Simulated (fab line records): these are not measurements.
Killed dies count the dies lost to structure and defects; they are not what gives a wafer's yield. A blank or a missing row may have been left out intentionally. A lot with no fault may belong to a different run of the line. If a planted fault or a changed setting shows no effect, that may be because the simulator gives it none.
Which tool did it? -- flow gf180mcu -- Sampling: 6 lots, 18 wafers, 3 of 602 route steps

WHAT THE GAUGES SHOWED, per wafer
GF_VT_IMPLANT_RS_MEAS_46: uses a four-point probe to measure.
lot,measured,on,MVSD_RS (ohm/sq)
L793,day 7 21:20,film_metro-03,453.1 454.6 455.4
L796,day 8 17:16,film_metro-02,456.5 456.6 457.0
L801,day 10 00:11,film_metro-03,454.2 453.6 454.2
L808,day 12 04:53,film_metro-03,452.8 454.0 453.8
L812,day 13 01:38,film_metro-02,505.3 505.8 505.5
L815,day 14 00:06,film_metro-03,455.9 455.7 455.3

WHICH TOOL RAN EACH LOT (tool, then ch and the chambers of the sampled wafers, then the start)
lot,GF_MVSD_IMPLANT_09,GF_MVSD_STRIP_10
L793,"implanter-03 ch 0, day 4 18:15","plasma_asher-02 ch 0,1, day 4 18:22"
L796,"implanter-03 ch 0, day 5 10:10","plasma_asher-01 ch 0,1, day 5 10:19"
L801,"implanter-03 ch 0, day 6 14:19","plasma_asher-03 ch 0,1, day 6 14:28"
L808,"implanter-01 ch 0, day 8 10:19","plasma_asher-02 ch 0,1, day 8 10:26"
L812,"implanter-01 ch 0, day 9 06:00","plasma_asher-01 ch 0,1, day 9 06:07"
L815,"implanter-04 ch 0, day 9 23:29","plasma_asher-01 ch 0,1, day 9 23:36"
- GF_MVSD_IMPLANT_09
- GF_MVSD_STRIP_10: strips in O2/N2.

THE ANSWER, worked out from the rows above alone
Rule: the usual values come from the lots themselves. The widest of any qualifying gaps counts: lots, ordered by their means at a reading, are off when they make up no more than a third of the lots, leave a main group of 4 or more, and stand apart from it by 3 or more times the standard deviation of that group's means. Not used: any main group whose means are identical at the precision the tables above print for the reading. Also off: a lot with no number at a reading for which 4 or more lots have one. All remaining lots with rows at the step are treated as sound.
Off: L812, at GF_VT_IMPLANT_RS_MEAS_46 (MVSD_RS). Mean 454.8 ohm/sq and standard deviation 1.2 in the main group.
A tool fits if, at a process step before that reading, it ran every lot that is off, and no sound lot after the first of them. Those tools and the gauges at GF_VT_IMPLANT_RS_MEAS_46 are tried in the same way. Can't be told from this: 2 tools fit, implanter-01 at GF_MVSD_IMPLANT_09, film_metro-02 at GF_VT_IMPLANT_RS_MEAS_46.

WHAT THE SIMULATOR PUT IN
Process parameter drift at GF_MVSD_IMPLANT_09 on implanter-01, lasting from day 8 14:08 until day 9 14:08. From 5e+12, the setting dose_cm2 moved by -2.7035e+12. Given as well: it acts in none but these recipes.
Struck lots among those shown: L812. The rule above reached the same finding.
